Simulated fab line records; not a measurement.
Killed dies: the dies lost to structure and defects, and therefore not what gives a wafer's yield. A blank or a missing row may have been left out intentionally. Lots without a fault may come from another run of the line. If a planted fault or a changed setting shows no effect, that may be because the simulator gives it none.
What tool caused it? -- flow gf180mcu -- Sampling: 14 lots, 42 wafers, 5 of 602 route steps

## WHAT THE GAUGES READ, wafer by wafer
GF_DNWELL_TW_MEAS_09. Usual: DNWELL_TW gives 1338 (standard deviation 7.7).
lot,measured,on,DNWELL_TW,flag
L835,day 2 20:26,filmMetro-04,1336 1332 1331,
L836,day 3 03:53,filmMetro-01,1329 1341 1331,
L837,day 3 09:28,filmMetro-04,1336 1332 1337,
L838,day 3 14:58,filmMetro-04,1342 1349 1344,
L840,day 3 23:10,filmMetro-01,1331 1323 1337,
L841,day 4 06:53,filmMetro-01,1340 1332 1334,
L842,day 4 11:28,filmMetro-01,1342 1333 1344,
L843,day 4 16:17,filmMetro-02,1306 1306 1309,OFF
L844,day 4 22:43,filmMetro-01,1351 1345 1345,
L849,day 6 00:20,filmMetro-04,1342 1332 1341,
L850,day 6 05:05,filmMetro-01,1348 1345 1338,
L851,day 6 09:20,filmMetro-01,1317 1311 1307,OFF
L855,day 7 09:22,filmMetro-01,1334 1332 1336,
L858,day 8 00:32,filmMetro-01,1340 1347 1346,

GF_V1_THK_MEAS_01. Usual: V1_CVD_00_THK gives 624 nm (standard deviation 7).
lot,measured,on,V1_CVD_00_THK (nm),flag
L835,day 19 01:36,filmMetro-02,623 631 631,
L836,day 19 14:32,filmMetro-01,624 618 632,
L837,day 19 22:40,filmMetro-02,619 625 625,
L838,day 20 08:31,filmMetro-01,636 639 634,
L840,day 21 01:07,filmMetro-03,621 619 630,
L841,day 21 06:34,filmMetro-01,629 625 630,
L842,day 21 13:24,filmMetro-01,624 625 623,
L843,day 22 04:44,filmMetro-03,617 619 617,
L844,day 22 11:01,filmMetro-01,612 620 618,
L849,day 24 03:47,filmMetro-01,631 627 627,
L850,day 24 09:16,filmMetro-02,624 628 625,
L851,day 24 14:26,filmMetro-02,614 617 616,
L855,day 25 17:40,filmMetro-03,637 632 632,
L858,day 26 15:58,filmMetro-01,612 619 621,

GF_V1_OVL_MEAS_15. Usual: V1_OVL gives 3 nm (standard deviation 6).
lot,measured,on,V1_OVL (nm),flag
L835,day 20 02:47,overlay-01,4 13 0,
L836,day 20 16:54,overlay-01,-10 -4 7,
L837,day 21 00:34,overlay-02,-4 -1 1,
L838,day 21 10:26,overlay-02,11 10 12,
L840,day 22 03:02,overlay-01,1 -8 -3,
L841,day 22 08:14,overlay-01,-6 -8 5,
L842,day 22 14:56,overlay-01,9 0 0,
L843,day 23 05:50,overlay-01,4 5 3,
L844,day 23 11:49,overlay-01,15 13 14,
L849,day 25 03:38,overlay-02,-7 6 4,
L850,day 25 08:59,overlay-02,5 7 3,
L851,day 25 14:16,overlay-01,-1 -3 11,
L855,day 26 15:29,overlay-01,10 4 5,
L858,day 27 14:22,overlay-02,8 -1 10,

## WHICH TOOL RAN EACH LOT (tool, then ch and the chambers of the sampled wafers, then the start)
lot,GF_DNWELL_IMPLANT_07,GF_M1_SPUTTER_01
L835,"implanter-02 ch 0, day 2 20:12","pvdSputter-04, day 18 00:25"
L836,"implanter-01 ch 0, day 3 03:40","pvdSputter-04, day 18 13:32"
L837,"implanter-01 ch 0, day 3 09:13","pvdSputter-04, day 18 20:08"
L838,"implanter-02 ch 0, day 3 14:43","pvdSputter-01, day 19 05:40"
L840,"implanter-01 ch 0, day 3 22:55","pvdSputter-03, day 19 23:04"
L841,"implanter-04 ch 0, day 4 06:39","pvdSputter-03, day 20 03:59"
L842,"implanter-04 ch 0, day 4 11:13","pvdSputter-04, day 20 11:04"
L843,"implanter-04 ch 0, day 4 16:03","pvdSputter-04, day 21 02:37"
L844,"implanter-02 ch 0, day 4 22:28","pvdSputter-01, day 21 09:13"
L849,"implanter-01 ch 0, day 6 00:06","pvdSputter-01, day 23 02:46"
L850,"implanter-01 ch 0, day 6 04:50","pvdSputter-03, day 23 08:07"
L851,"implanter-04 ch 0, day 6 09:07","pvdSputter-04, day 23 14:20"
L855,"implanter-02 ch 0, day 7 09:07","pvdSputter-04, day 24 18:16"
L858,"implanter-02 ch 0, day 8 00:19","pvdSputter-01, day 25 16:07"
- GF_DNWELL_IMPLANT_07
- GF_M1_SPUTTER_01: material TiN, target thk 30 nm, time 25 s.

## AS READ BY THE TOOLS THEMSELVES (means over the sampled wafers that have a number; for cases with no such wafer, the mark the record gives instead)
GF_DNWELL_IMPLANT_07. Usual: doseIonsCm2 1e+13, standard deviation 1.1e+10; faradayCurrentUA 56.3, standard deviation 1.2; tiltDeg 0.002 degrees, standard deviation 0.019.
lot,tool,doseIonsCm2,faradayCurrentUA,tiltDeg (degrees),flag
L835,implanter-02,1e+13,57.6,0.001,
L836,implanter-01,1e+13,55.3,0.025,
L837,implanter-01,1e+13,56.1,0.020,
L838,implanter-02,1e+13,56.5,0.002,
L840,implanter-01,1e+13,56.4,-0.020,
L841,implanter-04,1e+13,55.8,0.006,
L842,implanter-04,1e+13,55.5,-0.016,
L843,implanter-04,9e+12,54.5,-0.012,OFF
L844,implanter-02,1e+13,57.3,0.008,
L849,implanter-01,1e+13,56.1,0.017,
L850,implanter-01,1e+13,56.7,0.009,
L851,implanter-04,9e+12,51.7,0.012,OFF
L855,implanter-02,1e+13,56.3,-0.004,
L858,implanter-02,1e+13,56.0,-0.015,

GF_M1_SPUTTER_01. Usual: throttleValvePct 29.9 %, standard deviation 0.79.
lot,tool,throttleValvePct (%),flag
L835,pvdSputter-04,30.4,
L836,pvdSputter-04,30.8,
L837,pvdSputter-04,30.1,
L838,pvdSputter-01,29.7,
L840,pvdSputter-03,29.7,
L841,pvdSputter-03,30.4,
L842,pvdSputter-04,30.3,
L843,pvdSputter-04,30.1,
L844,pvdSputter-01,29.5,
L849,pvdSputter-01,29.7,
L850,pvdSputter-03,30.1,
L851,pvdSputter-04,30.5,
L855,pvdSputter-04,30.3,
L858,pvdSputter-01,29.6,

## THE ANSWER, worked out from the rows above alone
Rule: a lot is off if the mean of its wafers that have a number lies more than 3 standard deviations from the usual mean. Also off: a lot with no number at a reading for which 4 or more lots have one. The other lots that the step has rows for count as sound. First the gauges in route order, then the tools' own readings, where a lot's mean is used as printed above. At the first step where some lot is off, the reading lying furthest off is the one used; lots without a number count as furthest.
Off: L843, L851, at GF_DNWELL_TW_MEAS_09 (DNWELL_TW).
A tool fits if, at a process step before that reading, it ran every lot that is off, and no sound lot after the first of them. The gauges at GF_DNWELL_TW_MEAS_09 aren't tried: what is off there is off at GF_DNWELL_IMPLANT_07 too, on other tools, and a gauge's error can't cause that. One candidate fits, namely implanter-04 at GF_DNWELL_IMPLANT_07. Its last sound lot is L842 (day 4 11:13), its first lot that is off L843 (day 4 16:03): a fault that began between those two fits.
The tool's own readings at GF_DNWELL_IMPLANT_07 bear it out: on the lots that are off they differ by more than 5 times the standard deviation of the sound lots' means. doseIonsCm2 reads 9e+12 there against 1e+13 on the sound lots.

## WHAT WAS PUT IN BY THE SIMULATOR
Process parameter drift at GF_DNWELL_IMPLANT_07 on implanter-04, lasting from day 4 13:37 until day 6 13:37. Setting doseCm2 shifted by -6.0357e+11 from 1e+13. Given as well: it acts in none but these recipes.
Struck lots among those shown: L843, L851. The same result came from the rule above.
